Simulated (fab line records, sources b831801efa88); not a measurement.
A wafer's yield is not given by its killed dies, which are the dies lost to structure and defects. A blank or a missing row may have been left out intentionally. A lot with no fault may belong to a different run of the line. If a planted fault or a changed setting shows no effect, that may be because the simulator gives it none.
Chamber matching ; flow sfq_line ; cmp-01 running SFQ_TRILAYER_I2_CMP_CMP_064: 4 sister chambers
The step polishes SiO2. 8 wafers are shown with their chamber, then 8 later ones without.

WAFERS, EACH WITH ITS CHAMBER
wafer;chamber;motor_current_A (A);time_to_endpoint_s (s)
L928.4;1;9.6;209
L937.1;0;10.3;219
L937.5;3;10.3;217
L940.5;1;10.2;215
L940.6;0;9.9;221
L947.3;3;10.6;215
L947.5;2;10.2;217
L948.3;2;10.9;211

WAFERS WHOSE CHAMBER IS MISSING
wafer;motor_current_A (A);time_to_endpoint_s (s)
L948.4;10.7;223
L948.5;10.4;230
L949.3;9.8;212
L949.5;9.7;216
L949.6;11.3;220
L950.2;10.8;216
L950.3;10.9;201
L950.6;10.9;221

WHICH CHAMBER EACH WENT THROUGH
wafer;from the rows above;in truth
L948.4;can't be placed: 0 or 3 or 2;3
L948.5;can't be placed: 0 or 3 or 2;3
L949.3;can't be placed: 1 or 2 or 3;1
L949.5;can't be placed: 1 or 0 or 3 or 2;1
L949.6;can't be placed: 3 or 2 or 0 or 1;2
L950.2;can't be placed: 2 or 3 or 0 or 1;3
L950.3;can't be placed: 2 or 1 or 3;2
L950.6;can't be placed: 3 or 0 or 2 or 1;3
Placed correctly: 0 of 8. These rows do not allow placing 8 (true chamber among the candidates in 8). Wrongly placed: 0.
How it was worked out, from the rows above alone: a wafer's distance from a chamber is the root of the sum, over the readings, of the square of ((its reading less the chamber's mean) divided by the reading's scatter). If the next closest chamber is less than 2 further off than the closest, the wafer can't be placed; otherwise it belongs to the closest. For every chamber, the mean is computed from those of its wafers that are shown. The scatter is the square root of a quotient: the sum, over the shown wafers, of each reading's squared deviation from its chamber's mean, divided by wafers minus chambers.
